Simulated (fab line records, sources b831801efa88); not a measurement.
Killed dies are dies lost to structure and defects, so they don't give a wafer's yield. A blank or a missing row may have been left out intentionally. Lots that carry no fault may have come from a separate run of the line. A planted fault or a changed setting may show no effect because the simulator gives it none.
Which tool was responsible? / flow sky130 / Sampling: 6 lots, 18 wafers, 2 of 708 route steps

== WHAT THE GAUGES READ, wafer by wafer ==
SKY_LDD_HVP_TW_MEAS_10.
lot=L675; measured=day 22 09:59; on=film_metro-03; LDD_HVP_TW=452 451 449
lot=L677; measured=day 23 02:29; on=film_metro-03; LDD_HVP_TW=452 451 450
lot=L682; measured=day 25 00:16; on=film_metro-01; LDD_HVP_TW=459 459 459
lot=L686; measured=day 26 16:38; on=film_metro-04; LDD_HVP_TW=449 446 444
lot=L689; measured=day 27 06:41; on=film_metro-01; LDD_HVP_TW=456 457 456
lot=L692; measured=day 28 02:05; on=film_metro-03; LDD_HVP_TW=450 451 451

== WHICH TOOL RAN EACH LOT (tool, then ch and the chambers of the sampled wafers, then the start) ==
lot=L675; SKY_LDD_HVP_IMPLANT_08=implanter-04 ch 0, day 22 09:46
lot=L677; SKY_LDD_HVP_IMPLANT_08=implanter-04 ch 0, day 23 02:14
lot=L682; SKY_LDD_HVP_IMPLANT_08=implanter-04 ch 0, day 25 00:04
lot=L686; SKY_LDD_HVP_IMPLANT_08=implanter-01 ch 0, day 26 16:23
lot=L689; SKY_LDD_HVP_IMPLANT_08=implanter-02 ch 0, day 27 06:26
lot=L692; SKY_LDD_HVP_IMPLANT_08=implanter-02 ch 0, day 28 01:52
- SKY_LDD_HVP_IMPLANT_08

== THE ANSWER, worked out from the rows above alone ==
Rule: the lots themselves supply what counts as usual. The widest of any qualifying gaps counts: lots, ordered by their means at a reading, are off when they make up no more than a third of the lots, leave a main group of 4 or more, and stand apart from it by 3 or more times the standard deviation of that group's means. Not used: any main group whose means are identical at the precision the tables above print for the reading. A lot without any number at a reading at which 4 lots or more have one is off too. Any other lot the step has rows for is counted as sound.
Across all readings shown, no lot is off: no conclusion can be drawn from this.

== WHAT HAD BEEN PUT IN BY THE SIMULATOR ==
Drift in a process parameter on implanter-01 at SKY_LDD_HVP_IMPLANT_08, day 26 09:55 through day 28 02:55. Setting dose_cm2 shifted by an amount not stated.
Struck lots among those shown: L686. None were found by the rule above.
